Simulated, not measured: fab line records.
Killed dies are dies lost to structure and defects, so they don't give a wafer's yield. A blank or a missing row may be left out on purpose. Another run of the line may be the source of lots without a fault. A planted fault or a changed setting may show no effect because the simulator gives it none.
Which tool was responsible? / flow sky130 / Sampling: 14 lots, 42 wafers, 4 of 708 route steps

== WHAT EACH GAUGE READ, for each wafer ==
SKY_LDD_P_TW_MEAS_11. Usual: LDD_P_TW gives 632 (standard deviation 5.9).
lot=L343; measured=day 18 18:20; on=film_metro-04; LDD_P_TW=629 625 629; flag=
lot=L342; measured=day 18 18:34; on=film_metro-02; LDD_P_TW=631 633 633; flag=
lot=L344; measured=day 19 11:49; on=film_metro-02; LDD_P_TW=632 634 636; flag=
lot=L345; measured=day 20 10:55; on=film_metro-02; LDD_P_TW=636 634 638; flag=
lot=L346; measured=day 20 18:16; on=film_metro-04; LDD_P_TW=627 628 626; flag=
lot=L348; measured=day 21 08:35; on=film_metro-04; LDD_P_TW=626 626 633; flag=
lot=L349; measured=day 21 16:32; on=film_metro-03; LDD_P_TW=639 636 640; flag=
lot=L351; measured=day 22 10:55; on=film_metro-03; LDD_P_TW=643 640 639; flag=
lot=L352; measured=day 23 00:37; on=film_metro-02; LDD_P_TW=633 631 633; flag=
lot=L354; measured=day 23 15:25; on=film_metro-04; LDD_P_TW=629 629 631; flag=
lot=L356; measured=day 24 05:25; on=film_metro-02; LDD_P_TW=627 630 629; flag=
lot=L357; measured=day 24 06:59; on=film_metro-04; LDD_P_TW=623 622 621; flag=
lot=L359; measured=day 25 00:01; on=film_metro-04; LDD_P_TW=626 623 623; flag=
lot=L360; measured=day 25 15:34; on=film_metro-03; LDD_P_TW=640 634 638; flag=

SKY_POLY_CUT_CD_MEAS_08: the cd target is 270 nm. Usual: cd_nm reads 269.4 nm (standard deviation 1.3).
lot=L343; measured=day 23 19:52; on=cd_sem-01; cd_nm (nm)=268.6 269.1 269.2; flag=
lot=L342; measured=day 23 21:08; on=cd_sem-01; cd_nm (nm)=268.0 267.9 268.4; flag=
lot=L344; measured=day 24 16:57; on=cd_sem-02; cd_nm (nm)=268.9 267.3 269.0; flag=
lot=L345; measured=day 25 13:07; on=cd_sem-02; cd_nm (nm)=268.0 267.6 268.8; flag=
lot=L346; measured=day 25 21:27; on=cd_sem-02; cd_nm (nm)=269.0 268.3 266.9; flag=
lot=L348; measured=day 26 10:01; on=cd_sem-02; cd_nm (nm)=268.9 267.2 267.6; flag=
lot=L349; measured=day 26 18:52; on=cd_sem-01; cd_nm (nm)=270.2 270.6 268.6; flag=
lot=L351; measured=day 27 10:33; on=cd_sem-01; cd_nm (nm)=268.1 268.1 269.5; flag=
lot=L352; measured=day 28 00:59; on=cd_sem-01; cd_nm (nm)=269.8 269.7 268.8; flag=
lot=L354; measured=day 28 13:09; on=cd_sem-01; cd_nm (nm)=268.1 269.4 269.1; flag=
lot=L356; measured=day 29 02:46; on=cd_sem-01; cd_nm (nm)=268.5 271.2 268.8; flag=
lot=L357; measured=day 29 05:41; on=cd_sem-01; cd_nm (nm)=269.5 268.9 270.4; flag=
lot=L359; measured=day 29 21:46; on=cd_sem-02; cd_nm (nm)=270.4 269.4 269.5; flag=
lot=L360; measured=day 30 12:31; on=cd_sem-01; cd_nm (nm)=269.7 270.5 269.9; flag=

== EACH LOT AND THE TOOL THAT RAN IT (in order: tool; ch and the chambers of the sampled wafers; start) ==
lot=L343; SKY_LDD_LDN_DEVELOP_06=litho_track-01 ch 0, day 22 11:44; SKY_SPACER_ETCHBACK_02=rie_diel-03 ch 0,2,3, day 22 13:59
lot=L342; SKY_LDD_LDN_DEVELOP_06=litho_track-01 ch 0, day 22 12:20; SKY_SPACER_ETCHBACK_02=rie_diel-04 ch 0,1, day 22 15:11
lot=L344; SKY_LDD_LDN_DEVELOP_06=litho_track-04 ch 0, day 23 08:28; SKY_SPACER_ETCHBACK_02=rie_diel-04 ch 0,2,3, day 23 10:44
lot=L345; SKY_LDD_LDN_DEVELOP_06=litho_track-04 ch 0, day 24 05:10; SKY_SPACER_ETCHBACK_02=rie_diel-03 ch 0,1,3, day 24 07:45
lot=L346; SKY_LDD_LDN_DEVELOP_06=litho_track-02 ch 0, day 24 13:22; SKY_SPACER_ETCHBACK_02=rie_diel-03 ch 0,3, day 24 15:37
lot=L348; SKY_LDD_LDN_DEVELOP_06=litho_track-02 ch 0, day 25 02:11; SKY_SPACER_ETCHBACK_02=rie_diel-03 ch 1,2,3, day 25 04:36
lot=L349; SKY_LDD_LDN_DEVELOP_06=litho_track-02 ch 0, day 25 10:59; SKY_SPACER_ETCHBACK_02=rie_diel-03 ch 1,3, day 25 13:13
lot=L351; SKY_LDD_LDN_DEVELOP_06=litho_track-01 ch 0, day 26 03:34; SKY_SPACER_ETCHBACK_02=rie_diel-04 ch 0,1,2, day 26 05:50
lot=L352; SKY_LDD_LDN_DEVELOP_06=litho_track-04 ch 0, day 26 18:14; SKY_SPACER_ETCHBACK_02=rie_diel-04 ch 1,2,3, day 26 20:29
lot=L354; SKY_LDD_LDN_DEVELOP_06=litho_track-02 ch 0, day 27 06:34; SKY_SPACER_ETCHBACK_02=rie_diel-02 ch 0,1,2, day 27 08:49
lot=L356; SKY_LDD_LDN_DEVELOP_06=litho_track-02 ch 0, day 27 20:13; SKY_SPACER_ETCHBACK_02=rie_diel-02 ch 0,3, day 27 22:28
lot=L357; SKY_LDD_LDN_DEVELOP_06=litho_track-02 ch 0, day 27 22:35; SKY_SPACER_ETCHBACK_02=rie_diel-03 ch 1,2,3, day 28 00:49
lot=L359; SKY_LDD_LDN_DEVELOP_06=litho_track-02, day 28 14:34; SKY_SPACER_ETCHBACK_02=rie_diel-04 ch 1,3, day 28 17:13
lot=L360; SKY_LDD_LDN_DEVELOP_06=litho_track-04, day 29 06:08; SKY_SPACER_ETCHBACK_02=rie_diel-03 ch 0,1,3, day 29 08:22
- SKY_LDD_LDN_DEVELOP_06: develop time 60 s.
- SKY_SPACER_ETCHBACK_02: etches Si3N4 in CH3F/O2, stops on SiO2, time 46.7 s, target depth 45 nm.

== AS READ BY THE TOOLS THEMSELVES (means over the sampled wafers that have a number; for cases with no such wafer, the mark the record gives instead) ==
SKY_LDD_LDN_DEVELOP_06. Usual: chill_plate_temp_C reads 23.02 C (standard deviation 0.098).
lot=L343; tool=litho_track-01; chill_plate_temp_C (C)=23.02; flag=
lot=L342; tool=litho_track-01; chill_plate_temp_C (C)=22.82; flag=
lot=L344; tool=litho_track-04; chill_plate_temp_C (C)=22.99; flag=
lot=L345; tool=litho_track-04; chill_plate_temp_C (C)=23.09; flag=
lot=L346; tool=litho_track-02; chill_plate_temp_C (C)=22.93; flag=
lot=L348; tool=litho_track-02; chill_plate_temp_C (C)=23.02; flag=
lot=L349; tool=litho_track-02; chill_plate_temp_C (C)=23.07; flag=
lot=L351; tool=litho_track-01; chill_plate_temp_C (C)=22.96; flag=
lot=L352; tool=litho_track-04; chill_plate_temp_C (C)=22.92; flag=
lot=L354; tool=litho_track-02; chill_plate_temp_C (C)=23.10; flag=
lot=L356; tool=litho_track-02; chill_plate_temp_C (C)=23.05; flag=
lot=L357; tool=litho_track-02; chill_plate_temp_C (C)=23.06; flag=
lot=L359; tool=litho_track-02; chill_plate_temp_C (C)=-; flag=OFF
lot=L360; tool=litho_track-04; chill_plate_temp_C (C)=-; flag=OFF

SKY_SPACER_ETCHBACK_02. Usual: chamber_pressure_mTorr 25.001 mTorr, standard deviation 0.023; drypump_motor_current_A 5.6 A, standard deviation 0.47; oes_product_au 0.858 a.u., standard deviation 0.0065; throttle_valve_pct 10.563 %, standard deviation 0.0083.
lot=L343; tool=rie_diel-03; chamber_pressure_mTorr (mTorr)=24.992; drypump_motor_current_A (A)=5.7; oes_product_au (a.u.)=0.859; throttle_valve_pct (%)=10.565; flag=
lot=L342; tool=rie_diel-04; chamber_pressure_mTorr (mTorr)=24.991; drypump_motor_current_A (A)=5.6; oes_product_au (a.u.)=0.857; throttle_valve_pct (%)=10.560; flag=
lot=L344; tool=rie_diel-04; chamber_pressure_mTorr (mTorr)=25.013; drypump_motor_current_A (A)=5.5; oes_product_au (a.u.)=0.854; throttle_valve_pct (%)=10.564; flag=
lot=L345; tool=rie_diel-03; chamber_pressure_mTorr (mTorr)=25.008; drypump_motor_current_A (A)=5.9; oes_product_au (a.u.)=0.864; throttle_valve_pct (%)=10.565; flag=
lot=L346; tool=rie_diel-03; chamber_pressure_mTorr (mTorr)=25.029; drypump_motor_current_A (A)=6.2; oes_product_au (a.u.)=0.853; throttle_valve_pct (%)=10.561; flag=
lot=L348; tool=rie_diel-03; chamber_pressure_mTorr (mTorr)=25.018; drypump_motor_current_A (A)=5.4; oes_product_au (a.u.)=0.854; throttle_valve_pct (%)=10.568; flag=
lot=L349; tool=rie_diel-03; chamber_pressure_mTorr (mTorr)=24.998; drypump_motor_current_A (A)=5.5; oes_product_au (a.u.)=0.871; throttle_valve_pct (%)=10.563; flag=
lot=L351; tool=rie_diel-04; chamber_pressure_mTorr (mTorr)=25.013; drypump_motor_current_A (A)=5.5; oes_product_au (a.u.)=0.858; throttle_valve_pct (%)=10.576; flag=
lot=L352; tool=rie_diel-04; chamber_pressure_mTorr (mTorr)=25.018; drypump_motor_current_A (A)=5.3; oes_product_au (a.u.)=0.862; throttle_valve_pct (%)=10.561; flag=
lot=L354; tool=rie_diel-02; chamber_pressure_mTorr (mTorr)=25.017; drypump_motor_current_A (A)=5.5; oes_product_au (a.u.)=0.867; throttle_valve_pct (%)=10.556; flag=
lot=L356; tool=rie_diel-02; chamber_pressure_mTorr (mTorr)=24.981; drypump_motor_current_A (A)=5.4; oes_product_au (a.u.)=0.854; throttle_valve_pct (%)=10.563; flag=
lot=L357; tool=rie_diel-03; chamber_pressure_mTorr (mTorr)=25.013; drypump_motor_current_A (A)=5.4; oes_product_au (a.u.)=0.853; throttle_valve_pct (%)=10.568; flag=
lot=L359; tool=rie_diel-04; chamber_pressure_mTorr (mTorr)=25.008; drypump_motor_current_A (A)=5.3; oes_product_au (a.u.)=0.851; throttle_valve_pct (%)=10.561; flag=
lot=L360; tool=rie_diel-03; chamber_pressure_mTorr (mTorr)=25.002; drypump_motor_current_A (A)=5.9; oes_product_au (a.u.)=0.850; throttle_valve_pct (%)=10.559; flag=

== THE ANSWER, worked out from the rows above alone ==
Rule: a lot counts as off when the mean over its wafers that have a number is more than 3 standard deviations away from the usual mean. Also off: a lot with no number at a reading for which 4 or more lots have one. Where the step has rows for the other lots, those lots are counted as sound. Order of review: gauges by route order, followed by the tools' own readings, for which a lot's mean as printed above is used. The first step at which some lot is off is used, and at that step the reading that is off furthest; a lot without a number counts as furthest.
Off: L359, L360 (SKY_LDD_LDN_DEVELOP_06, chill_plate_temp_C). Without a number there: L359, L360.
If a tool, at that step or one of the process steps before it, ran each lot that is off and ran no sound lot following the first of them, it fits. Of those tried, none fits.

== WHAT THE SIMULATOR HAD PUT IN ==
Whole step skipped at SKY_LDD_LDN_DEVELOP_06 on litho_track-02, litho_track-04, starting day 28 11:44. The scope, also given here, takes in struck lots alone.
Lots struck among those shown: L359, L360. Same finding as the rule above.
